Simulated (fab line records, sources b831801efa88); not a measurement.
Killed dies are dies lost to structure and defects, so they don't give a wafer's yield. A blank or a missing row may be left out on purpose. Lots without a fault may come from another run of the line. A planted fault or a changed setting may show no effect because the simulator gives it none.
Which tool did it? | flow sky130 | 12 lots, 36 wafers sampled, at 1 step of a route of 708

WHAT THE GAUGES READ, wafer by wafer
SKY_VIA1_THK_MEAS_23: measures by xrf.
lot  | measured     | on            | VIA1_W_THK (nm)
L075 | day 34 10:58 | film_metro-02 | 267.5 270.0 266.7
L077 | day 34 22:43 | film_metro-02 | 272.4 275.1 272.0
L079 | day 35 14:37 | film_metro-02 | 267.1 266.6 268.2
L081 | day 36 18:53 | film_metro-01 | 267.5 266.8 270.2
L083 | day 36 21:38 | film_metro-01 | 265.5 264.7 268.5
L085 | day 37 11:09 | film_metro-01 | 266.4 266.5 271.6
L087 | day 38 08:55 | film_metro-02 | 275.5 271.4 266.2
L089 | day 38 18:01 | film_metro-04 | 265.9 268.4 264.8
L091 | day 39 10:33 | film_metro-01 | 267.6 270.3 273.5
L093 | day 39 18:23 | film_metro-02 | 267.4 274.2 270.4
L095 | day 40 11:52 | film_metro-02 | 266.4 268.6 275.5
L097 | day 40 23:10 | film_metro-02 | 270.2 271.5 274.5

WHICH TOOL RAN EACH LOT (tool, then ch and the chambers of the sampled wafers, then the start)
The record holds no process step before these readings.

THE ANSWER, worked out from the rows above alone
Rule: what is usual is taken from the lots themselves. Put in order of their means at a reading, lots are off if they are a third of the lots or fewer, leave a main group of 4 or more, and stand apart from it by a gap of 3 or more times the standard deviation of the main group's means; of several such gaps the widest counts. A main group whose means are all the same, to the digits that the tables above print for the reading, isn't used. A lot without any number at a reading at which 4 lots or more have one is off too. The other lots that the step has rows for count as sound.
No lot is off at any reading shown: from this, nothing can be told.

WHAT THE SIMULATOR HAD PUT IN
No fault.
